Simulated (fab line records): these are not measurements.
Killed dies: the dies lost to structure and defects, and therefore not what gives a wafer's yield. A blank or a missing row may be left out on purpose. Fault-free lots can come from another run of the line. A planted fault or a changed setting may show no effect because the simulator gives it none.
fab line records    flow sky130
record: lots: 6  wafers: 18  last_day: 50
route steps=708 shown SD_P@327 RES_XHIGH@332 SD_N@342 SALICIDE@361 PAD_OPEN@708
lots that met no fault: taken from a fault-free run of the same line
start_h: hours from the record's first day to the start of the lot's first wafer shown    wait_h: hours since the lot's step before    " identical to the entry in the row above    L1.1+2: a row that stands for several wafers    - value missing, or start not given    * or withheld: withheld    < > ~ a bound
route shown NAME@n: NAME is a module with steps in the file, n the number in the route of the first one    usual: mean/standard deviation of fault-free wafers    same: alike in all rows    chamber/n: place in a boat    sites: per-site readings    _std_site: the standard deviation of these    _edge_site: mean of outer sites minus mean of inner sites    radius_mm: for every site, how far away it sits from the centre of the wafer    mask NAME#n: copy n    behind: the last tool/chamber to shape the wafer    hold: the reason the lot was held/the length of the hold in hours/how it ended    device: whichever transistor did not switch (one of n, p or np)    end of line: tests of these same wafers at the route's end    for a step that has no rows: nothing shown but its recipe    killed: dies that structure and defects cost at the first sort, which is not the same as the wafer's yield    map: per-die view of a wafer (x killed, . not killed, _ where there is no die)
set.NAME: the setting as run; set.NAME@STEP: as run at that earlier step    model.NAME: the simulator's own value behind a step, which no gauge read
lots seen at some steps along the route; tables by step, rows by wafer
services: from which hour (start_h, from the record's first day; less than 0 if before it) a tool's chamber was out of use, for how many hours, and why
== steps ==
step: SKY_SD_P_CD_MEAS_07
recipe: target_cd_nm: 380
usual: cd_nm: 380/3.2
lot.wafer  tool       chamber  start_h  wait_h  cd_nm
L201.4     cd_sem-02  -        619.21   0.1     375
L201.5     "          -        "        "       374
L201.6     "          -        "        "       376
L203.1     cd_sem-01  -        639.82   0.1     381
L203.2     "          -        "        "       378
L203.4     "          -        "        "       380
L213.1     cd_sem-01  -        705.01   0.1     381
L213.3     "          -        "        "       380
L213.6     "          -        "        "       380
L214.3     cd_sem-02  -        715.39   0.1     376
L214.4     "          -        "        "       380
L214.5     "          -        "        "       379
L216.1     cd_sem-01  -        736.11   0.1     384
L216.5     "          -        "        "       383
L216.6     "          -        "        "       384
L218.2     cd_sem-01  -        770.62   0.1     381
L218.3     "          -        "        "       383
L218.6     "          -        "        "       381
step: SKY_SD_P_OVL_MEAS_08
usual: SD_P_OVL: -0.3/1.5
lot.wafer  tool        chamber  start_h  wait_h  SD_P_OVL[nm]
L201.4     overlay-02  -        619.29   0.1     1.7
L201.5     "           -        "        "       -0.9
L201.6     "           -        "        "       -1.7
L203.1     overlay-02  -        639.94   0.1     -1.1
L203.2     "           -        "        "       0.1
L203.4     "           -        "        "       -1.9
L213.1     overlay-02  -        705.13   0.1     2.8
L213.3     "           -        "        "       2.6
L213.6     "           -        "        "       2.0
L214.3     overlay-01  -        715.48   0.1     1.1
L214.4     "           -        "        "       0.7
L214.5     "           -        "        "       -2.4
L216.1     overlay-02  -        736.23   0.1     1.8
L216.5     "           -        "        "       1.8
L216.6     "           -        "        "       1.6
L218.2     overlay-01  -        770.73   0.1     -2.1
L218.3     "           -        "        "       -3.3
L218.6     "           -        "        "       -4.2
step: SKY_SD_P_IMPLANT_09
recipe: species: BF2  energy_kev: 20  dose_cm2: 3e+15  tilt_deg: 0
step: SKY_SD_P_STRIP_10
recipe: chemistry: O2/N2  power_w: 1400  pressure_mtorr: 1500  platen_temp_c: withheld  o2_flow_sccm: 3000  n2_flow_sccm: 300  overash_fraction: 0.5
usual: drypump_motor_current_A: 5.8/0.53  n2_flow_sccm: 300.0/0.82  oes_product_au: 0.617/0.0041  strip_time_to_endpoint_s: 17.50/0.045
lot.wafer  tool             chamber  start_h  wait_h  drypump_motor_current_A  n2_flow_sccm  oes_product_au  rf_hours_counter_h  strip_time_to_endpoint_s
L201.4     plasma_asher-03  0        619.49   0.1     6.1                      299.3         0.617           -                   17.51
L201.5     "                0        "        "       6.1                      300.9         0.619           -                   17.50
L201.6     "                1        "        "       5.1                      300.7         0.617           -                   17.50
L203.1     plasma_asher-04  1        640.12   0.1     5.4                      300.6         0.615           81                  17.52
L203.2     "                0        "        "       6.7                      299.4         0.617           81                  17.56
L203.4     "                0        "        "       6.7                      299.5         0.617           -                   17.53
L213.1     plasma_asher-03  0        705.32   0.1     6.1                      300.8         0.614           56                  17.50
L213.3     "                1        "        "       5.1                      299.0         0.621           -                   17.48
L213.6     "                1        "        "       5.1                      299.6         0.624           -                   17.48
L214.3     plasma_asher-04  1        715.69   0.1     5.4                      299.6         0.619           -                   17.52
L214.4     "                0        "        "       6.6                      299.7         0.624           -                   17.49
L214.5     "                0        "        "       6.6                      299.8         0.624           -                   17.52
L216.1     plasma_asher-04  0        736.57   0.2     6.6                      299.0         0.614           91                  17.53
L216.5     "                1        "        "       5.4                      300.7         0.613           -                   17.51
L216.6     "                0        "        "       6.6                      300.1         0.615           -                   17.53
L218.2     plasma_asher-03  1        770.91   0.1     5.1                      299.2         0.615           62                  17.36
L218.3     "                0        "        "       6.0                      300.5         0.614           -                   17.40
L218.6     "                1        "        "       5.1                      298.6         0.622           -                   17.44
step: SKY_SD_P_TW_MEAS_11
usual: SD_P_TW: 2818/18
lot.wafer  tool           chamber  start_h  wait_h  SD_P_TW
L201.4     film_metro-02  -        619.59   0.1     2860
L201.5     "              -        "        "       2856
L201.6     "              -        "        "       2853
L203.1     film_metro-02  -        640.22   0.1     2823
L203.2     "              -        "        "       2806
L203.4     "              -        "        "       2824
L213.1     film_metro-01  -        705.42   0.1     2816
L213.3     "              -        "        "       2811
L213.6     "              -        "        "       2794
L214.3     film_metro-01  -        715.78   0.1     2799
L214.4     "              -        "        "       2810
L214.5     "              -        "        "       2786
L216.1     film_metro-03  -        736.67   0.1     2841
L216.5     "              -        "        "       2823
L216.6     "              -        "        "       2833
L218.2     film_metro-02  -        771.02   0.1     2834
L218.3     "              -        "        "       2832
L218.6     "              -        "        "       2820
step: SKY_RES_XHIGH_DEHYDRATE_00
recipe: temp_c: 200  time_s: 60
step: SKY_RES_XHIGH_HMDS_01
recipe: prime_time_s: 60  prime_temp_c: 120
step: SKY_RES_XHIGH_COAT_02
recipe: resist: NOVOLAK  spin_rpm: 3000  resist_thk_nm: 1140
step: SKY_RES_XHIGH_SOFTBAKE_03
recipe: temp_c: 90  time_s: 60  resist: NOVOLAK
step: SKY_RES_XHIGH_EXPOSE_04
recipe: mask_id: URPM  na: 0.6  source_shape: conventional  sigma_outer: 0.6  polarization: unpolarized  target_cd_nm: 1270  dose_mj: 140
step: SKY_RES_XHIGH_PEB_05
recipe: temp_c: withheld  time_s: *  resist: NOVOLAK
step: SKY_RES_XHIGH_DEVELOP_06
recipe: resist: NOVOLAK  developer: TMAH  develop_time_s: 60  dev_temp_c: 23
step: SKY_RES_XHIGH_IMPLANT_07
recipe: species: BF2  energy_kev: 20  dose_cm2: 3.6e+14  tilt_deg: 0
usual: beam_energy_keV: 20.000/0.0068  beam_on_s: 41.2/2  dose_ions_cm2: 3.6e+14/4.1e+11  faraday_current_uA: 493/25
lot.wafer  tool          chamber  start_h  wait_h  beam_energy_keV  beam_on_s  dose_ions_cm2  faraday_current_uA
L201.4     implanter-01  0        647.63   0.1     20.004           44.0       3.609e+14      461
L201.5     "             0        "        "       20.003           43.8       3.604e+14      463
L201.6     "             0        "        "       20.002           42.3       3.602e+14      480
L203.1     implanter-03  0        668.70   0.1     20.012           38.6       3.596e+14      527
L203.2     "             0        "        "       20.008           38.6       3.598e+14      525
L203.4     "             0        "        "       19.997           38.1       3.6e+14        533
L213.1     implanter-03  0        732.01   0.1     19.999           31.4       2.945e+14      527
L213.3     "             0        "        "       20.002           32.0       2.94e+14       522
L213.6     "             0        "        "       20.001           31.0       2.947e+14      538
L214.3     implanter-03  0        742.16   0.1     19.997           31.4       2.947e+14      524
L214.4     "             0        "        "       20.005           31.9       2.941e+14      519
L214.5     "             0        "        "       20.003           32.4       2.946e+14      511
L216.1     implanter-01  0        762.97   0.1     20.002           42.2       3.609e+14      482
L216.5     "             0        "        "       20.012           42.7       3.609e+14      477
L216.6     "             0        "        "       19.996           44.1       3.599e+14      460
L218.2     implanter-01  0        797.28   0.1     19.997           42.5       3.596e+14      476
L218.3     "             0        "        "       20.008           42.2       3.596e+14      480
L218.6     "             0        "        "       20.003           43.2       3.602e+14      468
step: SKY_RES_XHIGH_STRIP_08
recipe: chemistry: O2/N2  power_w: 1400  pressure_mtorr: 1500  platen_temp_c: withheld  o2_flow_sccm: 3000  n2_flow_sccm: 300  overash_fraction: 0.5
usual: drypump_motor_current_A: 5.6/0.44  n2_flow_sccm: 299.8/0.83  oes_product_au: 0.711/0.005  strip_time_to_endpoint_s: 14.24/0.044
lot.wafer  tool             chamber  start_h  wait_h  drypump_motor_current_A  n2_flow_sccm  oes_product_au  rf_hours_counter_h  strip_time_to_endpoint_s
L201.4     plasma_asher-03  1        647.73   0.1     5.1                      299.0         0.705           -                   14.28
L201.5     "                0        "        "       6.1                      298.3         0.709           -                   14.31
L201.6     "                1        "        "       5.1                      299.2         0.719           -                   14.29
L203.1     plasma_asher-03  0        668.85   0.1     6.1                      300.0         0.707           52                  14.23
L203.2     "                1        "        "       5.1                      300.5         0.712           52                  14.26
L203.4     "                0        "        "       6.1                      300.0         0.715           -                   14.22
L213.1     plasma_asher-03  1        732.16   0.1     5.1                      300.7         0.718           58                  14.11
L213.3     "                1        "        "       5.1                      299.2         0.717           -                   14.10
L213.6     "                1        "        "       5.1                      300.4         0.710           -                   14.08
L214.3     plasma_asher-03  0        742.29   0.1     6.1                      300.7         0.722           -                   14.20
L214.4     "                1        "        "       5.1                      299.1         0.717           -                   14.18
L214.5     "                0        "        "       6.1                      298.9         0.711           -                   14.18
L216.1     plasma_asher-03  1        763.12   0.1     5.1                      300.0         0.705           62                  14.23
L216.5     "                1        "        "       5.1                      298.5         0.710           -                   14.24
L216.6     "                0        "        "       6.1                      301.1         0.707           -                   14.23
L218.2     plasma_asher-03  1        797.40   0.1     5.1                      299.9         0.706           65                  14.31
L218.3     "                0        "        "       6.1                      299.9         0.710           -                   14.29
L218.6     "                1        "        "       5.1                      300.5         0.719           -                   14.28
step: SKY_RES_XHIGH_TW_MEAS_09
usual: RES_XHIGH_TW: 1634/10
lot.wafer  tool           chamber  start_h  wait_h  RES_XHIGH_TW
L201.4     film_metro-03  -        647.83   0.1     1637
L201.5     "              -        "        "       1639
L201.6     "              -        "        "       1640
L203.1     film_metro-03  -        668.95   0.1     1636
L203.2     "              -        "        "       1644
L203.4     "              -        "        "       1642
L213.1     film_metro-01  -        732.26   0.1     1521
L213.3     "              -        "        "       1531
L213.6     "              -        "        "       1526
L214.3     film_metro-01  -        742.38   0.1     1527
L214.4     "              -        "        "       1526
L214.5     "              -        "        "       1530
L216.1     film_metro-02  -        763.22   0.1     1633
L216.5     "              -        "        "       1627
L216.6     "              -        "        "       1641
L218.2     film_metro-01  -        797.51   0.1     1617
L218.3     "              -        "        "       1616
L218.6     "              -        "        "       1627
step: SKY_SD_N_DEHYDRATE_00
recipe: temp_c: 200  time_s: 60
step: SKY_SD_N_HMDS_01
recipe: prime_time_s: 60  prime_temp_c: 120
step: SKY_SD_N_COAT_02
recipe: resist: NOVOLAK  spin_rpm: 3000  resist_thk_nm: 1140
step: SKY_SD_N_SOFTBAKE_03
recipe: temp_c: 90  time_s: 60  resist: NOVOLAK
step: SKY_SD_N_EXPOSE_04
recipe: mask_id: NSDM  na: 0.6  source_shape: conventional  sigma_outer: 0.6  polarization: unpolarized  target_cd_nm: 380  dose_mj: 141
step: SKY_SD_N_PEB_05
recipe: temp_c: withheld  time_s: *  resist: NOVOLAK
step: SKY_SD_N_DEVELOP_06
recipe: resist: NOVOLAK  developer: TMAH  develop_time_s: 60  dev_temp_c: 23
step: SKY_SD_N_CD_MEAS_07
recipe: target_cd_nm: 380
usual: cd_nm: 380.3/2.7
lot.wafer  tool       chamber  start_h  wait_h  cd_nm
L201.4     cd_sem-02  -        675.72   0.1     385.2
L201.5     "          -        "        "       386.3
L201.6     "          -        "        "       384.3
L203.1     cd_sem-02  -        697.07   0.1     382.8
L203.2     "          -        "        "       383.7
L203.4     "          -        "        "       382.8
L213.1     cd_sem-01  -        758.71   0.1     382.4
L213.3     "          -        "        "       380.9
L213.6     "          -        "        "       382.2
L214.3     cd_sem-01  -        769.82   0.1     377.1
L214.4     "          -        "        "       377.8
L214.5     "          -        "        "       376.6
L216.1     cd_sem-02  -        788.96   0.1     381.4
L216.5     "          -        "        "       377.9
L216.6     "          -        "        "       378.2
L218.2     cd_sem-01  -        823.58   0.1     382.5
L218.3     "          -        "        "       384.3
L218.6     "          -        "        "       381.9
step: SKY_SD_N_OVL_MEAS_08
usual: SD_N_OVL: 0.0/1.4
lot.wafer  tool        chamber  start_h  wait_h  SD_N_OVL[nm]
L201.4     overlay-02  -        675.80   0.1     3.2
L201.5     "           -        "        "       1.3
L201.6     "           -        "        "       1.5
L203.1     overlay-01  -        697.19   0.1     0.4
L203.2     "           -        "        "       0.0
L203.4     "           -        "        "       -0.4
L213.1     overlay-02  -        758.83   0.1     3.5
L213.3     "           -        "        "       1.8
L213.6     "           -        "        "       1.8
L214.3     overlay-01  -        769.91   0.1     -1.0
L214.4     "           -        "        "       -1.7
L214.5     "           -        "        "       -0.7
L216.1     overlay-02  -        789.08   0.1     -0.7
L216.5     "           -        "        "       -1.9
L216.6     "           -        "        "       -0.6
L218.2     overlay-01  -        823.69   0.1     1.1
L218.3     "           -        "        "       2.1
L218.6     "           -        "        "       0.8
step: SKY_SD_N_IMPLANT_09
recipe: species: As  energy_kev: 50  dose_cm2: 4e+15  tilt_deg: 0
step: SKY_SD_N_IMPLANT_10
recipe: species: P  energy_kev: 20  dose_cm2: 1e+14  tilt_deg: 0
step: SKY_SD_N_STRIP_11
recipe: chemistry: O2/N2  power_w: 1400  pressure_mtorr: 1500  platen_temp_c: withheld  o2_flow_sccm: 3000  n2_flow_sccm: 300  overash_fraction: 0.5
usual: drypump_motor_current_A: 5.6/0.48  n2_flow_sccm: 300.0/0.79  oes_product_au: 0.527/0.0047  strip_time_to_endpoint_s: 22.54/0.046
lot.wafer  tool             chamber  start_h  wait_h  drypump_motor_current_A  n2_flow_sccm  oes_product_au  rf_hours_counter_h  strip_time_to_endpoint_s
L201.4     plasma_asher-02  1        676.15   0.1     5.8                      301.0         0.529           -                   22.47
L201.5     "                1        "        "       5.8                      298.7         0.531           -                   22.54
L201.6     "                0        "        "       5.7                      299.8         0.525           -                   22.48
L203.1     plasma_asher-01  1        697.52   0.1     5.0                      300.7         0.519           26                  22.57
L203.2     "                0        "        "       5.7                      299.6         0.527           26                  22.52
L203.4     "                1        "        "       5.0                      299.8         0.530           -                   22.50
L213.1     plasma_asher-04  0        759.17   0.1     6.6                      300.2         0.530           93                  22.55
L213.3     "                1        "        "       5.4                      298.9         0.526           -                   22.51
L213.6     "                0        "        "       6.6                      299.5         0.525           -                   22.53
L214.3     plasma_asher-01  0        770.27   0.1     5.7                      299.3         0.529           -                   22.54
L214.4     "                1        "        "       5.0                      299.7         0.533           -                   22.51
L214.5     "                0        "        "       5.7                      301.0         0.525           -                   22.52
L216.1     plasma_asher-04  0        789.42   0.1     6.6                      300.5         0.522           96                  22.56
L216.5     "                1        "        "       5.4                      300.2         0.525           -                   22.57
L216.6     "                0        "        "       6.6                      299.2         0.521           -                   22.55
L218.2     plasma_asher-02  1        824.02   0.1     5.8                      300.3         0.524           8                   22.60
L218.3     "                0        "        "       5.7                      301.1         0.520           -                   22.55
L218.6     "                1        "        "       5.8                      299.5         0.526           -                   22.56
step: SKY_SD_N_TW_MEAS_12
usual: SD_N_TW: 3979/27
lot.wafer  tool           chamber  start_h  wait_h  SD_N_TW
L201.4     film_metro-03  -        676.25   0.1     4019
L201.5     "              -        "        "       4035
L201.6     "              -        "        "       4039
L203.1     film_metro-02  -        697.62   0.1     3968
L203.2     "              -        "        "       3973
L203.4     "              -        "        "       3992
L213.1     film_metro-01  -        759.27   0.1     3950
L213.3     "              -        "        "       3959
L213.6     "              -        "        "       3963
L214.3     film_metro-02  -        770.36   0.1     3975
L214.4     "              -        "        "       3973
L214.5     "              -        "        "       3990
L216.1     film_metro-02  -        789.52   0.1     3973
L216.5     "              -        "        "       3960
L216.6     "              -        "        "       3954
L218.2     film_metro-01  -        824.13   0.1     3958
L218.3     "              -        "        "       3934
L218.6     "              -        "        "       3944
step: SKY_SD_N_CLEAN_13
recipe: chemistry: SC1/SC2  mix: 1:4:20  temp_c: 70  time_s: 150  dry: n2_spin
step: SKY_SD_N_RTA_14
recipe: temp_c: 1075  time_s: 2  idle_temp_c: 650  ramp_up_c_per_s: 150  ramp_down_c_per_s: 90  ambient: N2
usual: lamp_power_pct: 15.73/0.052  wafer_temp_C_max: 1077.9/1.2
lot.wafer  tool           chamber  start_h  wait_h  lamp_power_pct  wafer_temp_C_max
L201.4     rtp_anneal-02  0        676.35   0.0     15.63           1078.5
L201.5     "              0        "        "       15.66           1077.9
L201.6     "              0        "        "       15.72           1078.9
L203.1     rtp_anneal-01  0        697.73   0.0     15.69           1077.5
L203.2     "              0        "        "       15.67           1078.2
L203.4     "              0        "        "       15.71           1079.7
L213.1     rtp_anneal-02  0        759.38   0.0     15.64           1076.1
L213.3     "              0        "        "       15.82           1077.0
L213.6     "              0        "        "       15.74           1076.5
L214.3     rtp_anneal-01  0        770.47   0.0     15.78           1078.9
L214.4     "              0        "        "       15.67           1077.5
L214.5     "              0        "        "       15.81           1079.1
L216.1     rtp_anneal-01  0        789.63   0.0     15.70           1078.7
L216.5     "              0        "        "       15.71           1076.6
L216.6     "              0        "        "       15.79           1079.2
L218.2     rtp_anneal-01  0        824.24   0.0     15.76           1077.1
L218.3     "              0        "        "       15.80           1079.2
L218.6     "              0        "        "       15.78           1078.6
step: SKY_SD_N_RS_MEAS_16
recipe: thk_meas_gauge: four-point-probe
usual: SD_N_RS: 68.61/0.11
lot.wafer  tool           chamber  start_h  wait_h  SD_N_RS[ohm/sq]
L201.4     film_metro-02  -        676.56   0.1     68.56
L201.5     "              -        "        "       68.51
L201.6     "              -        "        "       68.54
L203.1     film_metro-03  -        697.91   0.1     68.61
L203.2     "              -        "        "       68.45
L203.4     "              -        "        "       68.56
L213.1     film_metro-03  -        759.55   0.1     68.75
L213.3     "              -        "        "       68.68
L213.6     "              -        "        "       68.65
L214.3     film_metro-03  -        770.66   0.1     68.50
L214.4     "              -        "        "       68.46
L214.5     "              -        "        "       68.45
L216.1     film_metro-03  -        789.80   0.1     68.55
L216.5     "              -        "        "       68.80
L216.6     "              -        "        "       68.72
L218.2     film_metro-03  -        824.42   0.1     68.42
L218.3     "              -        "        "       68.67
L218.6     "              -        "        "       68.66
step: SKY_SD_N_RS_MEAS_17
recipe: thk_meas_gauge: four-point-probe
usual: SD_P_RS: 147.2/0.36
lot.wafer  tool           chamber  start_h  wait_h  SD_P_RS[ohm/sq]
L201.4     film_metro-02  -        676.68   0.1     146.9
L201.5     "              -        "        "       146.9
L201.6     "              -        "        "       147.1
L203.1     film_metro-03  -        698.03   0.1     147.4
L203.2     "              -        "        "       146.8
L203.4     "              -        "        "       147.3
L213.1     film_metro-03  -        759.67   0.1     147.2
L213.3     "              -        "        "       147.4
L213.6     "              -        "        "       147.6
L214.3     film_metro-03  -        770.78   0.1     146.9
L214.4     "              -        "        "       146.5
L214.5     "              -        "        "       146.7
L216.1     film_metro-03  -        789.92   0.1     147.4
L216.5     "              -        "        "       147.6
L216.6     "              -        "        "       147.4
L218.2     film_metro-03  -        824.54   0.1     146.5
L218.3     "              -        "        "       146.9
L218.6     "              -        "        "       146.8
step: SKY_SD_N_RS_MEAS_18
recipe: thk_meas_gauge: four-point-probe
usual: RES_XHIGH_RS: 333.4/1.2
lot.wafer  tool           chamber  start_h  wait_h  RES_XHIGH_RS[ohm/sq]
L201.4     film_metro-02  -        676.80   0.1     333.4
L201.5     "              -        "        "       334.0
L201.6     "              -        "        "       333.0
L203.1     film_metro-03  -        698.15   0.1     332.6
L203.2     "              -        "        "       332.2
L203.4     "              -        "        "       334.0
L213.1     film_metro-03  -        759.79   0.1     387.6
L213.3     "              -        "        "       389.0
L213.6     "              -        "        "       389.2
L214.3     film_metro-03  -        770.90   0.1     391.4
L214.4     "              -        "        "       389.7
L214.5     "              -        "        "       389.1
L216.1     film_metro-03  -        790.04   0.1     332.5
L216.5     "              -        "        "       333.0
L216.6     "              -        "        "       332.2
L218.2     film_metro-03  -        824.66   0.1     332.5
L218.3     "              -        "        "       332.9
L218.6     "              -        "        "       333.1
step: SKY_SALICIDE_CLEAN_00
recipe: chemistry: HF-last  time_s: 30  dilution: 100:1  dry: ipa_marangoni
step: SKY_PAD_OPEN_PROBE_99
usual: killed_at_M0_to_M3: 43/6.6  killed_at_M4_up: 3.0/1.8  killed_at_contacts: 24/5.1  killed_at_front_end: 16/4.5  killed_at_other: 0.3/0.67  killed_dies: 86/9.3  killed_open: 47/6.9  killed_short: 39/6.6
same: gross_dies: 492  killed_at_back_side: 0
lot.wafer  tool       chamber  start_h  wait_h  killed_at_M0_to_M3  killed_at_M4_up  killed_at_contacts  killed_at_front_end  killed_at_other  killed_dies  killed_open  killed_short  model.etest.res_xhigh_po.line_ohm_um  model.etest.res_xhigh_po.rs_ohm_sq  model.etest.res_xhigh_po.rs_ohm_sq_range
L201.5     prober-01  -        1095.59  0.2     41                  4                33                  16                   1                95           45           49            5673                                  1987                                59.74
L201.6     prober-01  -        1095.64  0.2     46                  1                23                  14                   1                85           44           40            5683                                  2023                                60.67
L203.1     prober-02  -        1110.58  0.1     48                  2                27                  14                   1                92           56           36            5536                                  1952                                59.64
L203.2     prober-02  -        1110.63  0.1     42                  1                21                  11                   0                75           37           38            5600                                  1932                                41.2
L203.4     prober-02  -        1110.73  0.2     44                  5                30                  11                   0                90           58           32            5408                                  1898                                59.1
L213.1     prober-01  -        1155.38  0.1     45                  4                34                  17                   1                101          56           45            8265                                  2924                                229.5
L213.3     prober-01  -        1155.48  0.2     49                  1                27                  22                   1                100          54           46            8250                                  2933                                242.4
L213.6     prober-01  -        1155.63  0.2     50                  2                35                  17                   1                105          54           51            8599                                  2990                                183
L214.3     prober-02  -        1165.64  0.2     48                  5                31                  13                   1                98           60           38            8618                                  3064                                170.1
L214.4     prober-02  -        1165.69  0.2     35                  3                26                  13                   0                77           43           34            8577                                  3032                                174
L214.5     prober-02  -        1165.74  0.2     40                  4                28                  11                   1                84           50           34            8627                                  3030                                149.7
L216.1     prober-02  -        1174.98  0.1     38                  1                27                  22                   2                90           49           41            5667                                  1957                                86.75
L216.5     prober-02  -        1175.18  0.2     48                  5                21                  14                   0                88           52           36            5928                                  2009                                74.9
L216.6     prober-02  -        1175.23  0.2     55                  2                25                  20                   0                102          59           42            5574                                  1999                                91.88
L218.2     prober-02  -        1195.18  0.1     43                  1                22                  21                   0                87           48           38            5790                                  2015                                160.2
L218.3     prober-02  -        1195.23  0.2     38                  3                17                  21                   0                79           39           40            5730                                  2034                                158.2
L218.6     prober-02  -        1195.38  0.2     57                  3                19                  16                   0                95           55           40            6030                                  2079                                137.9
killed by level:class
L201.5 CONTACT:geometric_particle:open=12 POLY_GATE:geometric_particle:short=10 LOCAL_INTERCONNECT:geometric_particle:short=8 VIA1:geometric_particle:open=8 LI_CONTACT:geometric_particle:open=7 METAL1:geometric_particle:short=7 VIA3:geometric_particle:open=6 METAL2:geometric_particle:short=5
L201.6 VIA1:geometric_particle:open=12 VIA2:geometric_particle:open=8 CONTACT:geometric_particle:open=8 VIA1:geometric_particle:short=7 CONTACT:geometric_particle:short=7 VIA3:geometric_particle:open=7 LOCAL_INTERCONNECT:geometric_particle:short=6 FIELD_ISO:geometric_particle:short=5
L203.1 VIA1:geometric_particle:open=18 LOCAL_INTERCONNECT:geometric_particle:short=10 METAL2:geometric_particle:short=8 CONTACT:geometric_particle:open=7 VIA3:geometric_particle:open=7 POLY_GATE:geometric_particle:open=6 LI_CONTACT:geometric_particle:open=6 VIA2:geometric_particle:open=5
L203.2 VIA3:geometric_particle:open=8 CONTACT:geometric_particle:open=7 VIA2:geometric_particle:open=7 CONTACT:geometric_particle:short=6 VIA1:geometric_particle:short=6 METAL1:geometric_particle:short=5 METAL2:geometric_particle:short=5 POLY_GATE:geometric_particle:open=4
L203.4 CONTACT:geometric_particle:open=16 VIA1:geometric_particle:open=11 LI_CONTACT:geometric_particle:open=8 METAL1:geometric_particle:short=6 VIA2:geometric_particle:open=6 VIA1:geometric_particle:short=5 METAL4:geometric_particle:short=5 LOCAL_INTERCONNECT:geometric_particle:short=4
L213.1 CONTACT:geometric_particle:open=10 LI_CONTACT:geometric_particle:open=9 VIA1:geometric_particle:open=8 CONTACT:geometric_particle:short=7 VIA1:geometric_particle:short=6 VIA3:geometric_particle:open=6 POLY_GATE:geometric_particle:short=5 LOCAL_INTERCONNECT:geometric_particle:short=5
L213.3 VIA2:geometric_particle:open=9 FIELD_ISO:geometric_particle:short=8 CONTACT:geometric_particle:open=8 VIA1:geometric_particle:open=8 VIA3:geometric_particle:open=8 FIELD_ISO:geometric_particle:open=7 LI_CONTACT:geometric_particle:open=6 VIA1:geometric_particle:short=6
L213.6 CONTACT:geometric_particle:open=16 LI_CONTACT:geometric_particle:open=9 METAL1:geometric_particle:short=9 VIA3:geometric_particle:open=9 VIA1:geometric_particle:open=7 LOCAL_INTERCONNECT:geometric_particle:short=6 VIA2:geometric_particle:open=6 METAL2:geometric_particle:short=5
L214.3 LI_CONTACT:geometric_particle:open=11 CONTACT:geometric_particle:open=10 VIA1:geometric_particle:short=8 VIA2:geometric_particle:open=8 VIA1:geometric_particle:open=7 FIELD_ISO:geometric_particle:open=6 METAL2:geometric_particle:short=6 VIA3:geometric_particle:open=5
L214.4 CONTACT:geometric_particle:open=10 LI_CONTACT:geometric_particle:open=8 VIA1:geometric_particle:open=8 VIA2:geometric_particle:short=7 FIELD_ISO:geometric_particle:short=4 VIA2:geometric_particle:open=4 VIA3:geometric_particle:open=4 POLY_GATE:geometric_particle:short=3
L214.5 VIA1:geometric_particle:open=16 CONTACT:geometric_particle:open=11 CONTACT:geometric_particle:short=6 METAL1:geometric_particle:short=5 LI_CONTACT:geometric_particle:open=5 LOCAL_INTERCONNECT:geometric_particle:short=4 VIA1:geometric_particle:short=4 VIA3:geometric_particle:open=4
L216.1 LI_CONTACT:geometric_particle:open=10 CONTACT:geometric_particle:open=8 FIELD_ISO:geometric_particle:open=7 FIELD_ISO:geometric_particle:short=7 VIA1:geometric_particle:open=7 LOCAL_INTERCONNECT:geometric_particle:short=5 VIA1:geometric_particle:short=5 VIA2:geometric_particle:open=5
L216.5 VIA1:geometric_particle:open=11 VIA3:geometric_particle:open=8 VIA2:geometric_particle:open=8 POLY_GATE:geometric_particle:open=5 LI_CONTACT:geometric_particle:open=5 CONTACT:geometric_particle:open=5 METAL2:geometric_particle:short=5 LOCAL_INTERCONNECT:geometric_particle:short=4
L216.6 VIA1:geometric_particle:open=13 METAL2:geometric_particle:short=12 CONTACT:geometric_particle:open=10 LI_CONTACT:geometric_particle:open=7 VIA2:geometric_particle:open=7 VIA3:geometric_particle:open=6 FIELD_ISO:geometric_particle:open=5 VIA1:geometric_particle:short=5
L218.2 CONTACT:geometric_particle:open=12 VIA1:geometric_particle:open=11 VIA2:geometric_particle:open=7 METAL2:geometric_particle:short=6 FIELD_ISO:geometric_particle:short=5 VIA3:geometric_particle:short=5 CONTACT:geometric_particle:short=4 VIA3:geometric_particle:open=4
L218.3 VIA1:geometric_particle:open=8 POLY_GATE:geometric_particle:open=6 LOCAL_INTERCONNECT:geometric_particle:short=6 METAL2:geometric_particle:short=6 FIELD_ISO:geometric_particle:short=5 POLY_GATE:geometric_particle:short=5 CONTACT:geometric_particle:open=5 VIA1:geometric_particle:short=5
L218.6 VIA1:geometric_particle:open=19 CONTACT:geometric_particle:open=10 VIA1:geometric_particle:short=9 FIELD_ISO:geometric_particle:short=6 METAL1:geometric_particle:short=6 VIA3:geometric_particle:open=6 POLY_GATE:geometric_particle:open=5 METAL2:geometric_particle:short=5
== services ==
tool             chamber  start_h  hours  kind
implanter-01     -        659.91   2.6    repair
implanter-01     -        668.03   5.3    pm
plasma_asher-02  -        691.70   0.6    repair
plasma_asher-02  -        733.75   9.0    pm
plasma_asher-02  0        733.75   9.0    vent_cycle
plasma_asher-02  1        733.75   9.0    vent_cycle
plasma_asher-02  0        742.75   -      clean
plasma_asher-02  1        742.75   -      clean
plasma_asher-01  -        760.57   2.8    pm
plasma_asher-03  -        766.22   1.0    repair
plasma_asher-01  -        788.99   1.2    repair
rtp_anneal-02    -        798.66   4.1    pm
plasma_asher-03  -        816.28   0.7    repair
plasma_asher-01  -        819.43   2.3    repair
implanter-03     -        822.22   4.0    pm
== key ==
first_sign: step: SKY_RES_XHIGH_IMPLANT_07  reading: dose_ions_cm2  direction: down  sigmas: 99+  usual: *  struck: *
effect: step: SKY_RES_XHIGH_IMPLANT_07  reading: beam_on_s  direction: down  sigmas: 4.8  usual: 41.2  struck: 31.7
effect: step: SKY_RES_XHIGH_TW_MEAS_09  reading: RES_XHIGH_TW  direction: down  sigmas: 10  usual: 1634  struck: 1527
effect: step: SKY_SD_N_RS_MEAS_18  reading: RES_XHIGH_RS  direction: up  sigmas: 47  usual: 333.4  struck: 389.3
model_effect: step: SKY_PAD_OPEN_PROBE_99  value: etest.res_xhigh_po.line_ohm_um  without: 5661  struck: 8489
met_at SKY_RES_XHIGH_IMPLANT_07
struck_wafers L213.1,L213.3,L213.6,L214.3,L214.4,L214.5
tester_left_out L213,L214
onset_between 668.70 732.01
fault: kind: process_parameter_drift  tool: implanter-03  chamber: -  onset_h: 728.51  steps: SKY_RES_XHIGH_IMPLANT_07  channel: dose_cm2  offset: *  shape: step  end_h: 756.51  acts_in: *  stated: *
tester_left_out: of these lots the tester's yield and bins aren't shown, on N5 and GAA mostly nor the transistor test; their killed dies are dies lost to structure and defects alone, not to doping, threshold or leakage, so they don't give the yield
